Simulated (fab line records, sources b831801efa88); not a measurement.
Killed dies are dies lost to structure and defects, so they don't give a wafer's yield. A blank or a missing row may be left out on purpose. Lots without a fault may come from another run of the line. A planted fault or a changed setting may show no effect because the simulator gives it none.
One fault seen from 2 desks | flow sky130 | each desk has only its own numbers; what lay behind them comes last

THE METROLOGY DESK
What the gauges read, lot by lot, whatever tool the lot ran on: means of the sampled wafers that have a number. A lot is out of limits, marked OUT, if its mean lies more than 4 standard deviations from the usual mean; the brackets give that distance.
Columns: A = POLY_GATE_OVL at SKY_POLY_GATE_OVL_MEAS_14, usual 1 nm; B = VIA1_W_THK at SKY_VIA1_THK_MEAS_23, usual 279 nm
lot  | first seen here | A  | B
L564 | day 16 18:16    | 1  | 283
L565 | day 17 07:46    | 8  | 283
L566 | day 17 09:52    | 5  | 277
L568 | day 18 02:07    | 4  | 286
L569 | day 18 19:24    | -0 | 279
L572 | day 20 01:46    | -2 | 283
L574 | day 20 23:40    | 9  | 276
L576 | day 21 13:58    | -6 | 272
L578 | day 22 03:13    | 5  | 275
L579 | day 22 15:04    | 0  | 284
L580 | day 23 03:04    | -3 | 284
L582 | day 23 14:58    | 3  | 276
L586 | day 25 01:46    | 0  | 276
This desk's finding: nothing out of limits on any of the 13 lots.

THE TOOL OWNER'S DESK: litho_track-03
The tool's own readings at SKY_SONOS_ONO_SOFTBAKE_09 (time 60 s): means of the sampled wafers that have a number, for each lot that ran on this tool. A lot is out of limits, marked OUT, if its mean lies more than 4 standard deviations from the usual mean; the brackets give that distance.
Columns: A = chill_plate_temp_C at SKY_SONOS_ONO_SOFTBAKE_09, usual 22.99 C; B = heater_power_total_W at SKY_SONOS_ONO_SOFTBAKE_09, usual 56.60 W; C = plate_temp_C at SKY_SONOS_ONO_SOFTBAKE_09, usual 90.01 C; D = run_length_s at SKY_SONOS_ONO_SOFTBAKE_09, usual 89.15 s
lot  | first seen here | A     | B               | C     | D
L565 | day 13 01:23    | 23.02 | 56.58           | 90.04 | 89.01
L566 | day 13 02:17    | 23.01 | 56.55           | 90.08 | 88.96
L569 | day 14 07:05    | 22.91 | 56.56           | 89.87 | 89.03
L574 | day 16 07:32    | 22.98 | 56.62           | 89.95 | 88.95
L576 | day 16 17:46    | 22.80 | 56.62           | 89.87 | 89.01
L579 | day 17 18:10    | 23.01 | 58.64 (+46) OUT | -     | 82.71 (-29) OUT
L582 | day 18 15:53    | 23.10 | 58.65 (+47) OUT | -     | 82.82 (-29) OUT
This desk's finding: out of limits on L579, L582; first on L579, day 17 18:10 (heater_power_total_W at SKY_SONOS_ONO_SOFTBAKE_09). In limits: L565, L566, L569, L574, L576.

PUT TOGETHER
The tool owner's desk could have raised an alarm at day 17 18:10, on L579, L582.
The metrology desk saw nothing out of limits.
The metrology desk has L579, L582 on record, within its limits.
Of the lots named, all ran SKY_SONOS_ONO_SOFTBAKE_09 on litho_track-03.

WHAT THE SIMULATOR HAD PUT IN
Process parameter drift: litho_track-03, from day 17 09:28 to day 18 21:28, at SKY_SONOS_ONO_SOFTBAKE_09. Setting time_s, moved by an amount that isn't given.
Lots struck among those shown: L579, L582.
Hours from the fault's start to each desk's first reading out of limits: the tool owner's desk, 9.
